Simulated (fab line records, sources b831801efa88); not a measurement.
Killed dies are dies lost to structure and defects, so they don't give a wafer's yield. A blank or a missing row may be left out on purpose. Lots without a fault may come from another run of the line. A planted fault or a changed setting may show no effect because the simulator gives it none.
Which tool did it? | flow gf180mcu | 12 lots, 36 wafers sampled, at 5 steps of a route of 602

WHAT THE GAUGES READ, wafer by wafer
GF_PASSIVATION_THK_MEAS_01.
lot  | measured     | on            | PASSIVATION_CVD_00_THK (nm)
L802 | day 28 00:37 | film_metro-03 | 1024 1014 1018
L803 | day 28 06:26 | film_metro-03 | 995 1023 1021
L810 | day 30 16:59 | film_metro-02 | 992 1012 1029
L809 | day 30 19:55 | film_metro-03 | 1016 978 1026
L811 | day 31 00:47 | film_metro-03 | 994 1011 1007
L813 | day 31 09:40 | film_metro-04 | 996 964 1023
L815 | day 31 22:25 | film_metro-02 | 1102 1124 1115
L818 | day 32 17:34 | film_metro-02 | 1099 1119 1123
L820 | day 33 04:03 | film_metro-03 | 1120 1107 1127
L819 | day 33 05:56 | film_metro-04 | 961 980 1021
L824 | day 34 04:04 | film_metro-02 | 1009 1011 1023
L825 | day 34 11:25 | film_metro-02 | 1009 1030 1012

GF_PASSIVATION_THK_MEAS_03.
lot  | measured     | on            | PASSIVATION_CVD_02_THK (nm)
L802 | day 28 00:58 | film_metro-04 | 691 703 700
L803 | day 28 06:47 | film_metro-04 | 698 701 724
L810 | day 30 17:20 | film_metro-02 | 707 721 709
L809 | day 30 20:16 | film_metro-02 | 706 694 712
L811 | day 31 01:08 | film_metro-04 | 706 711 710
L813 | day 31 10:01 | film_metro-04 | 699 697 698
L815 | day 31 22:46 | film_metro-02 | 701 695 712
L818 | day 32 17:55 | film_metro-02 | 690 716 721
L820 | day 33 04:23 | film_metro-03 | 691 689 706
L819 | day 33 06:19 | film_metro-03 | 716 700 724
L824 | day 34 04:24 | film_metro-04 | 687 704 701
L825 | day 34 11:46 | film_metro-03 | 683 699 699

WHICH TOOL RAN EACH LOT (tool, then ch and the chambers of the sampled wafers, then the start)
lot  | GF_TOP_METAL_METAL_ETCH_16        | GF_PASSIVATION_CVD_00           | GF_PASSIVATION_CVD_02
L802 | rie_metal-02 ch 0,1, day 27 23:49 | pecvd-01 ch 1,2, day 28 00:31   | pecvd-03 ch 0,2, day 28 00:39
L803 | rie_metal-04 ch 1, day 28 05:29   | pecvd-02 ch 0,1,2, day 28 06:21 | pecvd-03 ch 0,2, day 28 06:29
L810 | rie_metal-03 ch 0,1, day 30 16:13 | pecvd-02 ch 0,1,2, day 30 16:53 | pecvd-01 ch 0,1, day 30 17:01
L809 | rie_metal-02 ch 0,1, day 30 19:07 | pecvd-01 ch 0,1,2, day 30 19:50 | pecvd-03 ch 0,1,2, day 30 19:58
L811 | rie_metal-04 ch 0,1, day 30 23:58 | pecvd-02 ch 0,1,2, day 31 00:41 | pecvd-01 ch 0,1,2, day 31 00:50
L813 | rie_metal-02 ch 0,1, day 31 08:52 | pecvd-03 ch 1,2, day 31 09:35   | pecvd-01 ch 0,1,2, day 31 09:44
L815 | rie_metal-04 ch 0,1, day 31 21:40 | pecvd-02 ch 0,1,2, day 31 22:19 | pecvd-01 ch 0,1, day 31 22:28
L818 | rie_metal-03 ch 0,1, day 32 16:46 | pecvd-02 ch 0,1,2, day 32 17:28 | pecvd-01 ch 0,1,2, day 32 17:36
L820 | rie_metal-02 ch 0,1, day 33 03:14 | pecvd-02 ch 0,1,2, day 33 03:58 | pecvd-03 ch 0,1,2, day 33 04:07
L819 | rie_metal-04 ch 0,1, day 33 05:07 | pecvd-03 ch 0,1,2, day 33 05:50 | pecvd-01 ch 1,2, day 33 05:59
L824 | rie_metal-03 ch 0,1, day 34 03:13 | pecvd-03 ch 0,1, day 34 03:59   | pecvd-02 ch 0,2, day 34 04:07
L825 | rie_metal-04 ch 0,1, day 34 10:34 | pecvd-01 ch 1,2, day 34 11:19   | pecvd-03 ch 0,2, day 34 11:28
- GF_TOP_METAL_METAL_ETCH_16: etches the open film in Cl2/BCl3, stops on SiO2, target depth 1197 nm, time 199.5 s.
- GF_PASSIVATION_CVD_00: deposits SiO2 from TEOS, target thk 1000 nm, time 111.95 s.
- GF_PASSIVATION_CVD_02: deposits Si3N4, target thk 700 nm, time 486.18 s.

WHAT THE TOOLS THEMSELVES READ (means of the sampled wafers that have a number; where no wafer has one, the mark that the record gives instead)
GF_TOP_METAL_METAL_ETCH_16.
lot  | tool         | drypump_motor_current_A (A) | mfc_cl2_sccm (sccm) | oes_product_au (a.u.) | throttle_valve_pct (%)
L802 | rie_metal-02 | 5.2                         | 79.86               | 0.993                 | 28.228
L803 | rie_metal-04 | 5.3                         | 79.76               | 0.991                 | 28.236
L810 | rie_metal-03 | 5.8                         | 79.93               | 0.994                 | 28.228
L809 | rie_metal-02 | 5.2                         | 80.08               | 0.988                 | 28.234
L811 | rie_metal-04 | 4.9                         | 80.01               | 0.984                 | 28.235
L813 | rie_metal-02 | 5.2                         | 80.03               | 0.979                 | 28.236
L815 | rie_metal-04 | 5.0                         | 80.34               | 0.990                 | 28.223
L818 | rie_metal-03 | 6.0                         | 80.04               | 0.985                 | 28.231
L820 | rie_metal-02 | 5.2                         | 79.77               | 0.987                 | 28.228
L819 | rie_metal-04 | 5.1                         | 79.81               | 0.986                 | 28.232
L824 | rie_metal-03 | 6.0                         | 79.99               | 0.982                 | 28.235
L825 | rie_metal-04 | 4.9                         | 79.96               | 0.986                 | 28.233

GF_PASSIVATION_CVD_00.
lot  | tool     | heater_power_outer_w (W) | heater_power_w (W) | rf_fwd_power_W (W)
L802 | pecvd-01 | 466                      | 816                | 595.9
L803 | pecvd-02 | 483                      | 742                | 598.5
L810 | pecvd-02 | 412                      | 647                | 598.2
L809 | pecvd-01 | 433                      | 753                | 596.6
L811 | pecvd-02 | 470                      | 724                | 595.9
L813 | pecvd-03 | 420                      | 696                | 595.0
L815 | pecvd-02 | 417                      | 653                | 838.2
L818 | pecvd-02 | 416                      | 649                | 837.5
L820 | pecvd-02 | 386                      | 610                | 836.1
L819 | pecvd-03 | 395                      | 693                | 595.7
L824 | pecvd-03 | 394                      | 656                | 596.6
L825 | pecvd-01 | 423                      | 744                | 597.0

GF_PASSIVATION_CVD_02.
lot  | tool     | heater_power_outer_w (W) | heater_power_w (W) | rf_fwd_power_W (W)
L802 | pecvd-03 | 440                      | 801                | 449.6
L803 | pecvd-03 | 382                      | 716                | 450.2
L810 | pecvd-01 | 427                      | 748                | 449.0
L809 | pecvd-03 | 431                      | 735                | 449.8
L811 | pecvd-01 | 470                      | 791                | 450.4
L813 | pecvd-01 | 474                      | 819                | 450.3
L815 | pecvd-01 | 434                      | 754                | 450.1
L818 | pecvd-01 | 454                      | 799                | 451.2
L820 | pecvd-03 | 442                      | 763                | 448.9
L819 | pecvd-01 | 483                      | 813                | 448.2
L824 | pecvd-02 | 479                      | 753                | 448.7
L825 | pecvd-03 | 438                      | 800                | 450.6

THE ANSWER, worked out from the rows above alone
Rule: what is usual is taken from the lots themselves. Put in order of their means at a reading, lots are off if they are a third of the lots or fewer, leave a main group of 4 or more, and stand apart from it by a gap of 3 or more times the standard deviation of the main group's means; of several such gaps the widest counts. A main group whose means are all the same, to the digits that the tables above print for the reading, isn't used. A lot without any number at a reading at which 4 lots or more have one is off too. The other lots that the step has rows for count as sound. The gauges are gone through in route order, then the tools' own readings, and for those a lot's mean is taken as printed above. The first step at which some lot is off is used, and at that step the reading that is off furthest; a lot without a number counts as furthest.
Off: L815, L818, L820, at GF_PASSIVATION_THK_MEAS_01 (PASSIVATION_CVD_00_THK). The main group: mean 1007 nm, standard deviation 10.
A tool fits if, at a process step before that reading, it ran every lot that is off, and no sound lot after the first of them. The gauges at GF_PASSIVATION_THK_MEAS_01 aren't tried: what is off there is off at GF_PASSIVATION_CVD_00 too, on other tools, and a gauge's error can't cause that. One fits: pecvd-02 at GF_PASSIVATION_CVD_00. Its last sound lot is L811 (day 31 00:41), its first lot that is off L815 (day 31 22:19): a fault that began between those two fits.
The tool's own readings at GF_PASSIVATION_CVD_00 bear it out: on the lots that are off they differ by more than 5 times the standard deviation of the sound lots' means. rf_fwd_power_W reads 837.3 W there against 596.6 W on the sound lots.

WHAT THE SIMULATOR HAD PUT IN
Process parameter drift: pecvd-02, from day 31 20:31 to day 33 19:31, at GF_PASSIVATION_CVD_00. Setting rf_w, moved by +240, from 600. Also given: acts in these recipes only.
Lots struck among those shown: L815, L818, L820. The rule above found the same.
